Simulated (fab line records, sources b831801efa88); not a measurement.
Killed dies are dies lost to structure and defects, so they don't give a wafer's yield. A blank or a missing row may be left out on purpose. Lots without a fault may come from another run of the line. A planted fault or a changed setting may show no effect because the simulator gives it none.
A sampling plan put to the test | flow sky130 | one fab line, 69 faults that these records tell of, each judged on the records of the lots that it struck
The plan is the line's own looks: the steps of the route at which a gauge or an inspection reads the wafer and doesn't change it. A look can be judged if struck wafers have a number there and the file gives its usual mean and standard deviation on fault-free wafers. Caught: at a look after the fault's first step, the mean of the struck wafers lies 4 or more of those standard deviations (sigma) from the usual mean. On the tool: the same test on the tool's own readings at the fault's steps. Another recipe on the struck wafers, or a record that is blank for them alone, also counts as caught.

THE FAULTS, as the simulator had put them in
1. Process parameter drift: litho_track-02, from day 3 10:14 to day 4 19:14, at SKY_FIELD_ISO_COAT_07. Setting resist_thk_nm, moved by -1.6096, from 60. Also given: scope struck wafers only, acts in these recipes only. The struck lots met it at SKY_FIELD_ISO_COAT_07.
2. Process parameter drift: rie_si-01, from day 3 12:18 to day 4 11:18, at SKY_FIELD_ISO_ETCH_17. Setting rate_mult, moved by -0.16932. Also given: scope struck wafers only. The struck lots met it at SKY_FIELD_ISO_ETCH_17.
3. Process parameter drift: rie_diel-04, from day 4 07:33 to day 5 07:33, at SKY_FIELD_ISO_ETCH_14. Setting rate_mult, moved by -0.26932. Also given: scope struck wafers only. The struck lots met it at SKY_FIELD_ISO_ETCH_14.
4. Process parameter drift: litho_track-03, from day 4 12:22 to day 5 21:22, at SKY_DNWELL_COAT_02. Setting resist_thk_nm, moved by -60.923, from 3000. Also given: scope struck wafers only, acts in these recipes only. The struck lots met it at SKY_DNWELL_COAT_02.
5. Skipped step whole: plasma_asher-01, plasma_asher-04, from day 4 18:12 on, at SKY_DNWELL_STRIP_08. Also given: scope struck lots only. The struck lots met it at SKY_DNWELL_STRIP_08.
6. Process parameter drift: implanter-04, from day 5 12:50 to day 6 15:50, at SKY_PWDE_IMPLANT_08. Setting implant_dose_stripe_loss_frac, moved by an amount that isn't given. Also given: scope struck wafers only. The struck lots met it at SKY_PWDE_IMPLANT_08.
7. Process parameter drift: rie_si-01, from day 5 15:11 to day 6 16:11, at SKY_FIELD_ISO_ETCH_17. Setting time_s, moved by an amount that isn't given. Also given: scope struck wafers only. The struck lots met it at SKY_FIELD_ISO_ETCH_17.
8. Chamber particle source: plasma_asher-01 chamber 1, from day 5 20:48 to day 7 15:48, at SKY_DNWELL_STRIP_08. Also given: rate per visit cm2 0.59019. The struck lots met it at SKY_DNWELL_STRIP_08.
9. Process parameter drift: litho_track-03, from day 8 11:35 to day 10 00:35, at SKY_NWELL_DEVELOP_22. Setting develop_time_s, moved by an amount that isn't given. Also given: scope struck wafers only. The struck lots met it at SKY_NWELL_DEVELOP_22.
10. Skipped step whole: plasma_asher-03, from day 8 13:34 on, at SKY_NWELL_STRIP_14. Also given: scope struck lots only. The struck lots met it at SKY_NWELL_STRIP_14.
11. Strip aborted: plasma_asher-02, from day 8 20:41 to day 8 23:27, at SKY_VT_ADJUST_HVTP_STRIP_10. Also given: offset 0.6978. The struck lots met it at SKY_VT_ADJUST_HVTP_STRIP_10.
12. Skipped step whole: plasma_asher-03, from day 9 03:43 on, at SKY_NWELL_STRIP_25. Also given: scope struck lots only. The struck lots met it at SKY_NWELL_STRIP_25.
13. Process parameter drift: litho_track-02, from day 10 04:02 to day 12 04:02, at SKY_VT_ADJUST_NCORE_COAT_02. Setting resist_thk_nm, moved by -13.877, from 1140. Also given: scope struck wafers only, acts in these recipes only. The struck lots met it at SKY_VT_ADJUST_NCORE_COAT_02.
14. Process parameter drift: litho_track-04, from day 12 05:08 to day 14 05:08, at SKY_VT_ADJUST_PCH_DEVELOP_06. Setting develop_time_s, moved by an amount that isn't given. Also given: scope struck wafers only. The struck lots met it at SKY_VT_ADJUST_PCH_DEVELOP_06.
15. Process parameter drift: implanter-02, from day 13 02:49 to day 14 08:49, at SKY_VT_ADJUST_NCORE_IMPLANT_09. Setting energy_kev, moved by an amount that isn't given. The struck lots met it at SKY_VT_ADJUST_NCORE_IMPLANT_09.
16. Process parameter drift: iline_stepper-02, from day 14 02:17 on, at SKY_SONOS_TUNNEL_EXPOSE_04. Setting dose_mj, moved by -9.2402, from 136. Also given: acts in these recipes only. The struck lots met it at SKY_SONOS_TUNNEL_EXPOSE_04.
17. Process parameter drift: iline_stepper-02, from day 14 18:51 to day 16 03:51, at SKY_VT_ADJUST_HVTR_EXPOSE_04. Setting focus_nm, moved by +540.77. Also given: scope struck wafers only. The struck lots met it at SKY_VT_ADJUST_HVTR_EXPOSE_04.
18. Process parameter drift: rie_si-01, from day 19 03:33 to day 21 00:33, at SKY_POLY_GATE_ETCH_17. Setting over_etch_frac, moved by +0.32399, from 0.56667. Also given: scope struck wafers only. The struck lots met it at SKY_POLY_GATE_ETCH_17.
19. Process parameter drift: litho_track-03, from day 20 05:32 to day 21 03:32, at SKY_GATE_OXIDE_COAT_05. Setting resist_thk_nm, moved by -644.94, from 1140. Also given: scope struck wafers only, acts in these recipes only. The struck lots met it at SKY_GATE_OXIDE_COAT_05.
20. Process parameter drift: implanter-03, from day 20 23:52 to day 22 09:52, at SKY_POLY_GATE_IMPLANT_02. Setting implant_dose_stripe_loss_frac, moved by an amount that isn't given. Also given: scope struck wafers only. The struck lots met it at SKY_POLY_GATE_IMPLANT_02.
21. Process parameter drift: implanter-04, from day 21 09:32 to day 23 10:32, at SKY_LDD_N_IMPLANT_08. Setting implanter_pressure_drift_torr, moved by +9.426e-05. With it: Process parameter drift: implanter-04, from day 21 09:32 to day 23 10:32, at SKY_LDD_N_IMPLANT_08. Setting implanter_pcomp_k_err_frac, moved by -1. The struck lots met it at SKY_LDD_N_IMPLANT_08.
22. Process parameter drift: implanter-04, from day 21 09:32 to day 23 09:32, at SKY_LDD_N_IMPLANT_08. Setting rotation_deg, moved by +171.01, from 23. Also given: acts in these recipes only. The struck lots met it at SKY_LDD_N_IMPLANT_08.
23. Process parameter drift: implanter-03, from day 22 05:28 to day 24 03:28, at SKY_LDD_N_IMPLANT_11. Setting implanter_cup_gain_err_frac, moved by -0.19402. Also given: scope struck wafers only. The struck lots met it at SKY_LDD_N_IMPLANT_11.
24. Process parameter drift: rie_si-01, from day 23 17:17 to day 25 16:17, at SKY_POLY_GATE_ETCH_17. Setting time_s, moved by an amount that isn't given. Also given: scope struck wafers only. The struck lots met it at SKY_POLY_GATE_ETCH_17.
25. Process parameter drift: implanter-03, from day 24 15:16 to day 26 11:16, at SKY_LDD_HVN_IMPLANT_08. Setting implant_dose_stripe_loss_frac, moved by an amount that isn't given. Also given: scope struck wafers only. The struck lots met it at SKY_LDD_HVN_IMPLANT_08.
26. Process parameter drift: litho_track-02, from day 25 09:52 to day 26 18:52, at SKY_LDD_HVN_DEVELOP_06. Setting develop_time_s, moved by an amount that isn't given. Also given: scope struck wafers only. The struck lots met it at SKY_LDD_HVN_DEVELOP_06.
27. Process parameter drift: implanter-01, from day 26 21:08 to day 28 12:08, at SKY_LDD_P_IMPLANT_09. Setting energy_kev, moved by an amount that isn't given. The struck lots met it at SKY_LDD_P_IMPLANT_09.
28. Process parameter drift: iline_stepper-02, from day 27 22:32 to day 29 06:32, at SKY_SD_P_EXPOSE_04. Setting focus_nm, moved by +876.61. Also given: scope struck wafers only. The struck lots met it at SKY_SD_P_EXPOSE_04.
29. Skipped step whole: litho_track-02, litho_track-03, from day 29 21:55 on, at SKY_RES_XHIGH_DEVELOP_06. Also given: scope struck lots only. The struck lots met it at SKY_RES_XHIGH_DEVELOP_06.
30. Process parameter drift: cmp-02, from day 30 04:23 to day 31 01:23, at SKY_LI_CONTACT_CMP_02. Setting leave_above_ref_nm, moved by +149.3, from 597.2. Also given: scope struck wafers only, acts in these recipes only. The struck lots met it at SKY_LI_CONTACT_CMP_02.
31. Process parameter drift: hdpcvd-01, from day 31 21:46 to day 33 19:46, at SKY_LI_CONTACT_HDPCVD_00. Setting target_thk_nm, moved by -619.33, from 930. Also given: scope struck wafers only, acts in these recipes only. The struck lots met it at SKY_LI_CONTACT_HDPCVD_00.
32. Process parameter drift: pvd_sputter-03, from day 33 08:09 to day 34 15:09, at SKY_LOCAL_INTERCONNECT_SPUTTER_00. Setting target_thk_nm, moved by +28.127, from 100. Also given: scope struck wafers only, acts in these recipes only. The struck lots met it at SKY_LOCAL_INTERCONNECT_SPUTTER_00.
33. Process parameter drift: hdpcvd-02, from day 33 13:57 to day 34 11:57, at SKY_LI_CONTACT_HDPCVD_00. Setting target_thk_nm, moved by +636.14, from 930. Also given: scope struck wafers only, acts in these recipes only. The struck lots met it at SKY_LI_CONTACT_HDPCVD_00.
34. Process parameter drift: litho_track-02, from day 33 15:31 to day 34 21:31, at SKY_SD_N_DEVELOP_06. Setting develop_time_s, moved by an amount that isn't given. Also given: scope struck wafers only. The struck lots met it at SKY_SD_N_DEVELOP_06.
35. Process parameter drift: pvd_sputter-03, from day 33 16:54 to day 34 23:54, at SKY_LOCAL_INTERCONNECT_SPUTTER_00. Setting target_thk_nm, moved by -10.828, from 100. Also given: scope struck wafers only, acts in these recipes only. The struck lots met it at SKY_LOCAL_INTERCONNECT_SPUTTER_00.
36. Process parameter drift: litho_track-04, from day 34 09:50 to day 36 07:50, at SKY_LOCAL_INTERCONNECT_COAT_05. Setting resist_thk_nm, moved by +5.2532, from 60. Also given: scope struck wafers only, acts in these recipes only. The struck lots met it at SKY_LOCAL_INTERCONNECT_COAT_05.
37. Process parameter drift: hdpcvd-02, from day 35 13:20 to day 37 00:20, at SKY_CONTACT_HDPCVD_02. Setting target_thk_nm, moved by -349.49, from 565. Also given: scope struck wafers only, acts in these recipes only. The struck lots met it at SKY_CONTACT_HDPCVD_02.
38. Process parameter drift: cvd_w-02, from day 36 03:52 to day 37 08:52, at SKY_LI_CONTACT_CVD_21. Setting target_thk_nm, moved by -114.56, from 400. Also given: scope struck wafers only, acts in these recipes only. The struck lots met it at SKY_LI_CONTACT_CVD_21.
39. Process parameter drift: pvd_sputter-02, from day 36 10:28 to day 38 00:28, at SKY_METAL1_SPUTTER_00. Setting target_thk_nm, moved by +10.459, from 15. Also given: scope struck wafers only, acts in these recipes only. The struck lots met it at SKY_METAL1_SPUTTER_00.
40. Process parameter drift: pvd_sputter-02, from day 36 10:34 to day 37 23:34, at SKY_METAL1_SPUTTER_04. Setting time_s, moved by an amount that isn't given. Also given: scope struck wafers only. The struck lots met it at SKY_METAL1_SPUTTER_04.
41. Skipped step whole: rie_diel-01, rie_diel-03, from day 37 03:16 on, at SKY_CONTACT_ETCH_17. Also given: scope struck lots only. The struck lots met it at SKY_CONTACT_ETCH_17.
42. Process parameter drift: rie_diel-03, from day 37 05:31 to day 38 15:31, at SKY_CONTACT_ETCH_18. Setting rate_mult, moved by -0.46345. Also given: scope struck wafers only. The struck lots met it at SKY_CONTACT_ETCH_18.
43. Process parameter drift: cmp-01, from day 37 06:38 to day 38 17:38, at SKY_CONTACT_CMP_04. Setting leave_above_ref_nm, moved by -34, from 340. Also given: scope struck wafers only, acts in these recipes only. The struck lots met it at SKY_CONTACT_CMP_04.
44. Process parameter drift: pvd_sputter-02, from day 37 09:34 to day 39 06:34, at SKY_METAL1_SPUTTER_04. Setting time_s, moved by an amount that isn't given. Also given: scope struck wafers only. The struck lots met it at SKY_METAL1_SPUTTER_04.
45. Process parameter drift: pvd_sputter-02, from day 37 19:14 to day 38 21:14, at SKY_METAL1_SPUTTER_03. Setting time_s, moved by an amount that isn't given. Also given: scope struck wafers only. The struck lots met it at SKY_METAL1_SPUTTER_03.
46. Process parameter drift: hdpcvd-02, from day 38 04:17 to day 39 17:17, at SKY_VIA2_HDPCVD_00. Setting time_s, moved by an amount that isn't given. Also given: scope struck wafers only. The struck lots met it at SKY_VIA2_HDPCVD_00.
47. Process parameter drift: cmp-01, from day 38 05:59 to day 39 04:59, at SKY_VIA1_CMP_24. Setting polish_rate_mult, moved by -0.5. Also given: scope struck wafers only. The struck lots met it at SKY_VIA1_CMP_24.
48. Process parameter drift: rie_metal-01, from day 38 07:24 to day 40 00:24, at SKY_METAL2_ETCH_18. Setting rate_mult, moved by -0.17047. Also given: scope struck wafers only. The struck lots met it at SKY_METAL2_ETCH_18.
49. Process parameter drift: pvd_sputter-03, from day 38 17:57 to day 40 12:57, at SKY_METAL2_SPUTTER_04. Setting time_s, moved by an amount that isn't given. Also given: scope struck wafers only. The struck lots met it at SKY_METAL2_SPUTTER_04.
50. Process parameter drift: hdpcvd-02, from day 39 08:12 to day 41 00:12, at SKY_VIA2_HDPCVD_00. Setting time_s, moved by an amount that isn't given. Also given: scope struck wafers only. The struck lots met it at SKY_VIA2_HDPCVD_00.
51. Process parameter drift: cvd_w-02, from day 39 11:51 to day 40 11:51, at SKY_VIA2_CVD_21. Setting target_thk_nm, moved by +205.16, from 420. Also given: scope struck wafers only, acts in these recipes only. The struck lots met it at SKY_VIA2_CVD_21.
52. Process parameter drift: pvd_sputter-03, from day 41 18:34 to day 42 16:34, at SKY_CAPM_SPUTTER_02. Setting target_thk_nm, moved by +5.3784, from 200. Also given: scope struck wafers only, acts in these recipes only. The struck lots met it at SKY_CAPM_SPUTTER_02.
53. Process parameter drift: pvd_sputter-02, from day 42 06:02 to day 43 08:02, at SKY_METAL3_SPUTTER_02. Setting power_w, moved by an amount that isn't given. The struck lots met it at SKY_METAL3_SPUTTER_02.
54. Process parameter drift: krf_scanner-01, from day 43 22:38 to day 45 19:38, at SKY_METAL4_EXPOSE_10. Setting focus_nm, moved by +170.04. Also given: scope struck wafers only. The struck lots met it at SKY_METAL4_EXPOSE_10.
55. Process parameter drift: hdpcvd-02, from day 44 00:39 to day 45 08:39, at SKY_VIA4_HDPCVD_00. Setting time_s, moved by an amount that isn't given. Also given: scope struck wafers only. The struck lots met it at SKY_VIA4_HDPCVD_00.
56. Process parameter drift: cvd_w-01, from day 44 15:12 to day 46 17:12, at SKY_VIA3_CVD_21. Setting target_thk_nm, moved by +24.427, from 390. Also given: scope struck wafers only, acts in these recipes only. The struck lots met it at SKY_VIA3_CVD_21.
57. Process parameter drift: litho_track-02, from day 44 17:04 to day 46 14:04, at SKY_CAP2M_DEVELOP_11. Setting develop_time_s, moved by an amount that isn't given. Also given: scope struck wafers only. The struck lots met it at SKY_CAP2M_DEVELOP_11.
58. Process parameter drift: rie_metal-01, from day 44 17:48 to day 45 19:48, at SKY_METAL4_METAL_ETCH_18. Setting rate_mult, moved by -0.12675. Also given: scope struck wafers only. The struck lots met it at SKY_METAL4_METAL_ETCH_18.
59. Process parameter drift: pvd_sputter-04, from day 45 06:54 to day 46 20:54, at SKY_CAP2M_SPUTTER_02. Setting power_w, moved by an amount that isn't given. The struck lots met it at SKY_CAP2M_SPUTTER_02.
60. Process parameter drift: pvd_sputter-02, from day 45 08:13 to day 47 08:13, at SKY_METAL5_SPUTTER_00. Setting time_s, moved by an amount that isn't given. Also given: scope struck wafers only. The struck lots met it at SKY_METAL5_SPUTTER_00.
61. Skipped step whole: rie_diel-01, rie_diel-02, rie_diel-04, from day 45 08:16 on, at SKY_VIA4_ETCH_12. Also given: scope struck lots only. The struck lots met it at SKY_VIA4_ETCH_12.
62. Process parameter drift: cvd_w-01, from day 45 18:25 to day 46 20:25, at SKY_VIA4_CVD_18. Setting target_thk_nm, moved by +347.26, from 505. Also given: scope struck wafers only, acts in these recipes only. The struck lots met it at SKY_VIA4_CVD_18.
63. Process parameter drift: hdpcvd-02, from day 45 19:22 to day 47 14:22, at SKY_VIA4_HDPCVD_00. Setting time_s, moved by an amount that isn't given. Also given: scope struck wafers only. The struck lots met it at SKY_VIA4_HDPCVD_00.
64. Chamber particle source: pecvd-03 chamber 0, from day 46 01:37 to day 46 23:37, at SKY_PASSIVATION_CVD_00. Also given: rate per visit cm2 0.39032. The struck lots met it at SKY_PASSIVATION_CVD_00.
65. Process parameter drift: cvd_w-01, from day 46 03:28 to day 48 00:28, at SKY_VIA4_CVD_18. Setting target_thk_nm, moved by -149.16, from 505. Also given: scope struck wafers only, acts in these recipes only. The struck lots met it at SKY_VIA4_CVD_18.
66. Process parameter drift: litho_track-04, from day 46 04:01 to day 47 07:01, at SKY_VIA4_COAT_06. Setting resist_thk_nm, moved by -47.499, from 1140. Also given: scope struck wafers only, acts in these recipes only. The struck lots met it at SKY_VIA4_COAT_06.
67. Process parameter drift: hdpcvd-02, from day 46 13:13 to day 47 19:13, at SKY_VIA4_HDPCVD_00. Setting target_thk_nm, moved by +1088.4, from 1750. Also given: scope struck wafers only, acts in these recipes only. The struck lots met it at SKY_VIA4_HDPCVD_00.
68. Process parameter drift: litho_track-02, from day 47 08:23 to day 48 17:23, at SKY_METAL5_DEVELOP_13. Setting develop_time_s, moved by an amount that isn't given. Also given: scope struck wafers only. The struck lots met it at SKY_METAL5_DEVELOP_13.
69. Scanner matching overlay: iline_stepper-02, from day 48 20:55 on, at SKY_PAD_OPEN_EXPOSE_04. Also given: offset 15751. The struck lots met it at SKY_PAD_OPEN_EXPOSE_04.

WHAT THE PLAN SAW
fault | on the tool itself                               | first look that catches it                      | reading, sigma                                          | median hours from its first step to that look | hours from the fault's start to the first struck lot there | judged looks passed uncaught
1     | no reading that can be judged                    | no look after it can be judged                  | -                                                       | -                                             | -                                                          | 0
2     | oes_product_au -11 sigma                         | none of the 2 looks that can be judged after it | -                                                       | -                                             | -                                                          | 2
3     | oes_product_au -4.7 sigma                        | none of the 3 looks that can be judged after it | -                                                       | -                                             | -                                                          | 3
4     | under 2 sigma                                    | none of the 3 looks that can be judged after it | -                                                       | -                                             | -                                                          | 3
5     | the tool's record is blank for the struck wafers | SKY_PWDE_TW_MEAS_10                             | PWDE_TW -99 or beyond                                   | 19.0                                          | 20                                                         | 1
6     | no reading that can be judged                    | SKY_NWELL_RS_MEAS_31                            | PWDE_RS +19                                             | 40.1                                          | 48                                                         | 1
7     | run_length_s -16 sigma                           | no look after it can be judged                  | -                                                       | -                                             | -                                                          | 0
8     | under 2 sigma                                    | not the one look that can be judged after it    | -                                                       | -                                             | -                                                          | 1
9     | no reading that can be judged                    | SKY_NWELL_TW_MEAS_26                            | NWELL_2_TW -99 or beyond                                | 1.3                                           | 5                                                          | 0
10    | the tool's record is blank for the struck wafers | SKY_NWELL_TW_MEAS_26                            | NWELL_2_TW -99 or beyond                                | 21.7                                          | 25                                                         | 0
11    | oes_product_au +44 sigma                         | SKY_VT_ADJUST_LVTN_TW_MEAS_10                   | VT_ADJUST_LVTN_TW -96                                   | 21.8                                          | 24                                                         | 0
12    | the tool's record is blank for the struck wafers | SKY_VT_ADJUST_HVTP_TW_MEAS_11                   | VT_ADJUST_HVTP_TW -99 or beyond                         | 23.4                                          | 25                                                         | 0
13    | no reading that can be judged                    | no look after it can be judged                  | -                                                       | -                                             | -                                                          | 0
14    | no reading that can be judged                    | not the one look that can be judged after it    | -                                                       | -                                             | -                                                          | 1
15    | beam_energy_keV +99 or beyond sigma              | SKY_VT_ADJUST_NCORE_TW_MEAS_11                  | VT_ADJUST_NCORE_TW +7.4                                 | 0.3                                           | 2                                                          | 0
16    | exposure_dose_mJ_cm2 -59 sigma                   | SKY_SONOS_TUNNEL_CD_MEAS_07                     | cd_nm -7.0                                              | 13.3                                          | 17                                                         | 0
17    | under 2 sigma                                    | none of the 3 looks that can be judged after it | strongest: cd_nm at SKY_VT_ADJUST_HVTR_CD_MEAS_07, -3.6 | -                                             | -                                                          | 3
18    | oes_product_au -15 sigma                         | no look after it can be judged                  | -                                                       | -                                             | -                                                          | 0
19    | under 2 sigma                                    | not the one look that can be judged after it    | -                                                       | -                                             | -                                                          | 1
20    | under 2 sigma                                    | none of the 6 looks that can be judged after it | -                                                       | -                                             | -                                                          | 6
21    | end_station_pressure_torr +99 or beyond sigma    | no look after it can be judged                  | -                                                       | -                                             | -                                                          | 0
22    | rotation_deg +99 or beyond sigma                 | no look after it can be judged                  | -                                                       | -                                             | -                                                          | 0
23    | beam_on_s +12 sigma                              | not the one look that can be judged after it    | -                                                       | -                                             | -                                                          | 1
24    | run_length_s +42 sigma                           | no look after it can be judged                  | -                                                       | -                                             | -                                                          | 0
25    | under 2 sigma                                    | none of the 7 looks that can be judged after it | -                                                       | -                                             | -                                                          | 7
26    | no reading that can be judged                    | SKY_LDD_HVN_TW_MEAS_10                          | LDD_HVN_TW -80                                          | 0.4                                           | 10                                                         | 1
27    | beam_energy_keV +99 or beyond sigma              | no look after it can be judged                  | -                                                       | -                                             | -                                                          | 0
28    | no reading that can be judged                    | SKY_SD_P_CD_MEAS_07                             | cd_nm -6.6                                              | 14.5                                          | 15                                                         | 0
29    | the tool's record is blank for the struck wafers | SKY_RES_XHIGH_TW_MEAS_09                        | RES_XHIGH_TW -99 or beyond                              | 0.4                                           | 4                                                          | 0
30    | time_to_endpoint_s -6.7 sigma                    | not the one look that can be judged after it    | -                                                       | -                                             | -                                                          | 1
31    | no reading that can be judged                    | SKY_LI_CONTACT_THK_MEAS_01                      | LI_CONTACT_HDPCVD_THK -61                               | 0.1                                           | 32                                                         | 0
32    | under 2 sigma                                    | SKY_LOCAL_INTERCONNECT_RS_MEAS_01               | LOCAL_INTERCONNECT_TIN_RS -16                           | 0.1                                           | 16                                                         | 0
33    | under 2 sigma                                    | SKY_LI_CONTACT_THK_MEAS_01                      | LI_CONTACT_HDPCVD_THK +63                               | 0.1                                           | 2                                                          | 0
34    | under 2 sigma                                    | SKY_SD_N_CD_MEAS_07                             | cd_nm -24                                               | 0.1                                           | 5                                                          | 0
35    | under 2 sigma                                    | SKY_LOCAL_INTERCONNECT_RS_MEAS_01               | LOCAL_INTERCONNECT_TIN_RS +8.3                          | 0.1                                           | 8                                                          | 0
36    | no reading that can be judged                    | none of the 2 looks that can be judged after it | -                                                       | -                                             | -                                                          | 2
37    | no reading that can be judged                    | SKY_CONTACT_THK_MEAS_03                         | CONTACT_HDPCVD_THK -50                                  | 0.1                                           | 13                                                         | 0
38    | under 2 sigma                                    | SKY_LI_CONTACT_RS_MEAS_22                       | LI_CONTACT_W_RS +40                                     | 0.1                                           | 7                                                          | 0
39    | under 2 sigma                                    | no look after it can be judged                  | -                                                       | -                                             | -                                                          | 0
40    | under 2 sigma                                    | none of the 4 looks that can be judged after it | -                                                       | -                                             | -                                                          | 4
41    | the tool's record is blank for the struck wafers | no look after it can be judged                  | -                                                       | -                                             | -                                                          | 0
42    | oes_product_au -18 sigma                         | no look after it can be judged                  | -                                                       | -                                             | -                                                          | 0
43    | only faintly: time_to_endpoint_s +2.3 sigma      | no look after it can be judged                  | -                                                       | -                                             | -                                                          | 0
44    | under 2 sigma                                    | SKY_METAL1_THK_MEAS_06                          | METAL1_ALCU_THK -6.6                                    | 0.2                                           | 2                                                          | 0
45    | under 2 sigma                                    | no look after it can be judged                  | -                                                       | -                                             | -                                                          | 0
46    | run_length_s +38 sigma                           | SKY_VIA2_THK_MEAS_01                            | VIA2_HDPCVD_THK +9.6                                    | 0.2                                           | 1                                                          | 0
47    | overpolish_run_s -99 or beyond sigma             | no look after it can be judged                  | -                                                       | -                                             | -                                                          | 0
48    | under 2 sigma                                    | no look after it can be judged                  | -                                                       | -                                             | -                                                          | 0
49    | under 2 sigma                                    | not the one look that can be judged after it    | -                                                       | -                                             | -                                                          | 1
50    | run_length_s -71 sigma                           | SKY_VIA2_THK_MEAS_01                            | VIA2_HDPCVD_THK -21                                     | 0.1                                           | 21                                                         | 0
51    | under 2 sigma                                    | SKY_VIA2_RS_MEAS_22                             | VIA2_W_RS -16                                           | 0.1                                           | 4                                                          | 0
52    | under 2 sigma                                    | none of the 5 looks that can be judged after it | -                                                       | -                                             | -                                                          | 5
53    | cathode_dc_power_W -99 or beyond sigma           | no look after it can be judged                  | -                                                       | -                                             | -                                                          | 0
54    | no reading that can be judged                    | SKY_METAL4_CD_MEAS_13                           | cd_nm -10                                               | 10.9                                          | 22                                                         | 0
55    | run_length_s +99 or beyond sigma                 | SKY_VIA4_THK_MEAS_01                            | VIA4_HDPCVD_THK +20                                     | 0.2                                           | 2                                                          | 0
56    | under 2 sigma                                    | SKY_VIA3_RS_MEAS_22                             | VIA3_W_RS -4.5                                          | 0.1                                           | 3                                                          | 0
57    | no reading that can be judged                    | not the one look that can be judged after it    | -                                                       | -                                             | -                                                          | 1
58    | under 2 sigma                                    | no look after it can be judged                  | -                                                       | -                                             | -                                                          | 0
59    | cathode_dc_power_W -99 or beyond sigma           | SKY_CAP2M_RS_MEAS_03                            | CAP2M_TIN_RS +10                                        | 0.2                                           | 7                                                          | 0
60    | under 2 sigma                                    | no look after it can be judged                  | -                                                       | -                                             | -                                                          | 0
61    | the tool's record is blank for the struck wafers | no look after it can be judged                  | -                                                       | -                                             | -                                                          | 0
62    | under 2 sigma                                    | SKY_VIA4_RS_MEAS_19                             | VIA4_W_RS -44                                           | 0.1                                           | 26                                                         | 0
63    | run_length_s +63 sigma                           | SKY_VIA4_THK_MEAS_01                            | VIA4_HDPCVD_THK +12                                     | 0.2                                           | 6                                                          | 0
64    | under 2 sigma                                    | no look after it can be judged                  | -                                                       | -                                             | -                                                          | 0
65    | under 2 sigma                                    | SKY_VIA4_RS_MEAS_19                             | VIA4_W_RS +47                                           | 0.2                                           | 6                                                          | 0
66    | no reading that can be judged                    | not the one look that can be judged after it    | -                                                       | -                                             | -                                                          | 1
67    | under 2 sigma                                    | SKY_VIA4_THK_MEAS_01                            | VIA4_HDPCVD_THK +49                                     | 0.1                                           | 4                                                          | 0
68    | under 2 sigma                                    | no look after it can be judged                  | -                                                       | -                                             | -                                                          | 0
69    | under 2 sigma                                    | no look after it can be judged                  | -                                                       | -                                             | -                                                          | 0
A dash: the fault isn't caught, or these records don't give the number.

Caught at a look: 30 of 69. Caught on the tool: 27 of 69. By one or the other: 45 of 69.
Caught on the tool alone: faults 2, 3, 7, 18, 21, 22, 23, 24, 27, 30, 41, 42, 47, 53, 61.
Caught at a look alone: faults 6, 9, 26, 28, 31, 32, 33, 34, 35, 37, 38, 44, 51, 54, 56, 62, 65, 67.
Caught by neither: faults 1, 4, 8, 13, 14, 17, 19, 20, 25, 36, 39, 40, 43, 45, 48, 49, 52, 57, 58, 60, 64, 66, 68, 69.

THINNER SAMPLING
If the look that catches a fault measured only every second or every third lot, by lot number, the first struck lot would be measured this late in the worst case:
fault | struck lots at that look, in order of time | every lot | every second lot | every third lot
5     | L520, L521, L522                           | 20 h      | 26 h             | 33 h
6     | L247, L249                                 | 48 h      | may miss all 2   | may miss all 2
9     | L145, L147                                 | 5 h       | may miss all 2   | may miss all 2
10    | L750, L751                                 | 25 h      | 33 h             | may miss all 2
11    | L114                                       | 24 h      | may miss it      | may miss it
12    | L222, L223, L224                           | 25 h      | 27 h             | 34 h
15    | L785, L786                                 | 2 h       | 5 h              | may miss all 2
16    | L999, L101                                 | 17 h      | may miss all 2   | may miss all 2
26    | L184, L185, L186                           | 10 h      | 21 h             | 23 h
28    | L933, L936                                 | 15 h      | 41 h             | may miss all 2
29    | L941, L942                                 | 4 h       | 23 h             | may miss all 2
31    | L142                                       | 32 h      | may miss it      | may miss it
32    | L685, L686                                 | 16 h      | 26 h             | may miss all 2
33    | L102, L103                                 | 2 h       | 8 h              | may miss all 2
34    | L191, L192                                 | 5 h       | 21 h             | may miss all 2
35    | L598                                       | 8 h       | may miss it      | may miss it
37    | L604, L606                                 | 13 h      | may miss all 2   | may miss all 2
38    | L280, L282                                 | 7 h       | may miss all 2   | may miss all 2
44    | L439, L440                                 | 2 h       | 17 h             | may miss all 2
46    | L408, L413                                 | 1 h       | 34 h             | may miss all 2
50    | L729                                       | 21 h      | may miss it      | may miss it
51    | L553, L555                                 | 4 h       | may miss all 2   | may miss all 2
54    | L217, L219, L220                           | 22 h      | 45 h             | may miss all 3
55    | L545, L546, L548                           | 2 h       | 16 h             | may miss all 3
56    | L265, L266                                 | 3 h       | 8 h              | may miss all 2
59    | L117, L118                                 | 7 h       | 12 h             | may miss all 2
62    | L482                                       | 26 h      | may miss it      | may miss it
63    | L983, L984, L985                           | 6 h       | 15 h             | 21 h
65    | L718                                       | 6 h       | may miss it      | may miss it
67    | L426                                       | 4 h       | may miss it      | may miss it
Hours are from the fault's start to the first struck lot that is measured. The limit of 4 sigma was tested on all struck wafers together, so one lot alone may lie under it. Other struck lots may not be in these records.

THE LONGEST TIMED WAY FROM STEP TO LOOK
Fault 6: a median of 40.1 hours passes between SKY_PWDE_IMPLANT_08 and SKY_NWELL_RS_MEAS_31. The look between them that can be judged stayed within 4 sigma: SKY_PWDE_TW_MEAS_10.
